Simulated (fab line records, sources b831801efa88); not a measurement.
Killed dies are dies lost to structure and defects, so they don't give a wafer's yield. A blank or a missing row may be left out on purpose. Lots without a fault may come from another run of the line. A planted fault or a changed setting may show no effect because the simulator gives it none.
Which tool did it? | flow gf180mcu | 13 lots, 39 wafers sampled, at 4 steps of a route of 602

WHAT THE GAUGES READ, wafer by wafer
GF_HV_LDD_TW_MEAS_23.
lot  | measured     | on            | HV_LDD_2_TW
L200 | day 10 19:45 | film_metro-04 | 1072 1077 1073
L201 | day 11 00:55 | film_metro-03 | 1052 1055 1055
L202 | day 11 06:52 | film_metro-04 | 1069 1073 1066
L205 | day 12 06:34 | film_metro-02 | 1049 1048 1052
L206 | day 12 18:52 | film_metro-02 | 1051 1041 1047
L207 | day 13 01:26 | film_metro-02 | 1049 1046 1047
L208 | day 13 06:31 | film_metro-02 | 1051 1048 1043
L213 | day 14 23:02 | film_metro-04 | 1075 1078 1077
L216 | day 15 19:13 | film_metro-02 | 1048 1054 1052
L217 | day 16 01:32 | film_metro-02 | 988 995 995 989 991 995
L220 | day 17 03:47 | film_metro-02 | 993 991 989 989 991 995
L221 | day 17 08:13 | film_metro-04 | 1069 1072 1071
L222 | day 17 20:52 | film_metro-02 | 1049 1051 1046

GF_V1_THK_MEAS_01.
lot  | measured     | on            | V1_CVD_00_THK (nm)
L200 | day 17 03:34 | film_metro-02 | 605 603 609
L201 | day 17 09:56 | film_metro-02 | 601 594 597
L202 | day 17 15:24 | film_metro-01 | 608 604 609
L205 | day 18 19:59 | film_metro-02 | 616 610 617
L206 | day 19 10:14 | film_metro-02 | 606 601 614
L207 | day 19 21:17 | film_metro-01 | 607 606 599
L208 | day 20 02:49 | film_metro-02 | 604 598 602
L213 | day 21 23:47 | film_metro-02 | 608 605 605
L216 | day 22 22:23 | film_metro-01 | 605 609 609
L217 | day 23 04:34 | film_metro-01 | 591 591 599
L220 | day 24 09:07 | film_metro-01 | 609 612 616
L221 | day 24 13:58 | film_metro-02 | 614 611 595
L222 | day 24 23:33 | film_metro-02 | 613 609 604

WHICH TOOL RAN EACH LOT (tool, then ch and the chambers of the sampled wafers, then the start)
lot  | GF_HV_LDD_IMPLANT_21            | GF_PSD_RTA_13
L200 | implanter-01 ch 0, day 10 19:30 | rtp_anneal-01 ch 0, day 14 06:51
L201 | implanter-03 ch 0, day 11 00:40 | rtp_anneal-02 ch 0, day 14 13:07
L202 | implanter-01 ch 0, day 11 06:37 | rtp_anneal-02 ch 0, day 14 18:25
L205 | implanter-02 ch 0, day 12 06:20 | rtp_anneal-01 ch 0, day 15 21:44
L206 | implanter-02 ch 0, day 12 18:37 | rtp_anneal-02 ch 0, day 16 09:02
L207 | implanter-02 ch 0, day 13 01:12 | rtp_anneal-02 ch 0, day 16 19:19
L208 | implanter-03 ch 0, day 13 06:16 | rtp_anneal-01 ch 0, day 16 22:22
L213 | implanter-02 ch 0, day 14 22:48 | rtp_anneal-02 ch 0, day 18 19:43
L216 | implanter-02 ch 0, day 15 18:58 | rtp_anneal-02 ch 0, day 19 19:11
L217 | implanter-01 ch 0, day 16 01:17 | rtp_anneal-01 ch 0, day 20 02:06
L220 | implanter-01 ch 0, day 17 03:33 | rtp_anneal-02 ch 0, day 21 07:13
L221 | implanter-02 ch 0, day 17 07:58 | rtp_anneal-01 ch 0, day 21 11:55
L222 | implanter-02 ch 0, day 17 20:37 | rtp_anneal-01 ch 0, day 21 23:49
- GF_HV_LDD_IMPLANT_21
- GF_PSD_RTA_13: time 20 s.

WHAT THE TOOLS THEMSELVES READ (means of the sampled wafers that have a number; where no wafer has one, the mark that the record gives instead)
GF_HV_LDD_IMPLANT_21.
lot  | tool         | dose_ions_cm2 | faraday_current_uA
L200 | implanter-01 | 5e+13         | 284
L201 | implanter-03 | 5e+13         | 282
L202 | implanter-01 | 5e+13         | 279
L205 | implanter-02 | 5e+13         | 282
L206 | implanter-02 | 5e+13         | 280
L207 | implanter-02 | 5e+13         | 283
L208 | implanter-03 | 5e+13         | 284
L213 | implanter-02 | 5e+13         | 283
L216 | implanter-02 | 5e+13         | 279
L217 | implanter-01 | 4e+13         | 232
L220 | implanter-01 | 4e+13         | 230
L221 | implanter-02 | 5e+13         | 280
L222 | implanter-02 | 5e+13         | 286

GF_PSD_RTA_13.
lot  | tool          | lamp_power_pct (%) | wafer_temp_C_max
L200 | rtp_anneal-01 | 35.01              | 1028.8
L201 | rtp_anneal-02 | 34.49              | 1029.6
L202 | rtp_anneal-02 | 34.51              | 1028.3
L205 | rtp_anneal-01 | 34.97              | 1029.2
L206 | rtp_anneal-02 | 34.49              | 1029.1
L207 | rtp_anneal-02 | 34.50              | 1028.9
L208 | rtp_anneal-01 | 34.99              | 1030.4
L213 | rtp_anneal-02 | 34.46              | 1029.5
L216 | rtp_anneal-02 | 34.52              | 1028.8
L217 | rtp_anneal-01 | 35.00              | 1028.7
L220 | rtp_anneal-02 | 34.49              | 1028.4
L221 | rtp_anneal-01 | 34.97              | 1028.4
L222 | rtp_anneal-01 | 35.00              | 1029.0

THE ANSWER, worked out from the rows above alone
Rule: what is usual is taken from the lots themselves. Put in order of their means at a reading, lots are off if they are a third of the lots or fewer, leave a main group of 4 or more, and stand apart from it by a gap of 3 or more times the standard deviation of the main group's means; of several such gaps the widest counts. A main group whose means are all the same, to the digits that the tables above print for the reading, isn't used. A lot without any number at a reading at which 4 lots or more have one is off too. The other lots that the step has rows for count as sound. The gauges are gone through in route order, then the tools' own readings, and for those a lot's mean is taken as printed above. The first step at which some lot is off is used, and at that step the reading that is off furthest; a lot without a number counts as furthest.
Off: L217, L220, at GF_HV_LDD_TW_MEAS_23 (HV_LDD_2_TW). The main group: mean 1058, standard deviation 12.
A tool fits if, at a process step before that reading, it ran every lot that is off, and no sound lot after the first of them. The gauges at GF_HV_LDD_TW_MEAS_23 aren't tried: what is off there is off at GF_HV_LDD_IMPLANT_21 too, on other tools, and a gauge's error can't cause that. One fits: implanter-01 at GF_HV_LDD_IMPLANT_21. Its last sound lot is L202 (day 11 06:37), its first lot that is off L217 (day 16 01:17): a fault that began between those two fits.
The tool's own readings at GF_HV_LDD_IMPLANT_21 bear it out: on the lots that are off they differ by more than 5 times the standard deviation of the sound lots' means. dose_ions_cm2 reads 4e+13 there against 5e+13 on the sound lots; faraday_current_uA reads 231 there against 282 on the sound lots.

WHAT THE SIMULATOR HAD PUT IN
Process parameter drift: implanter-01, from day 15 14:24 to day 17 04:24, at GF_HV_LDD_IMPLANT_21. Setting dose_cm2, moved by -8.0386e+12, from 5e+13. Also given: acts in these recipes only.
Lots struck among those shown: L217, L220. The rule above found the same.
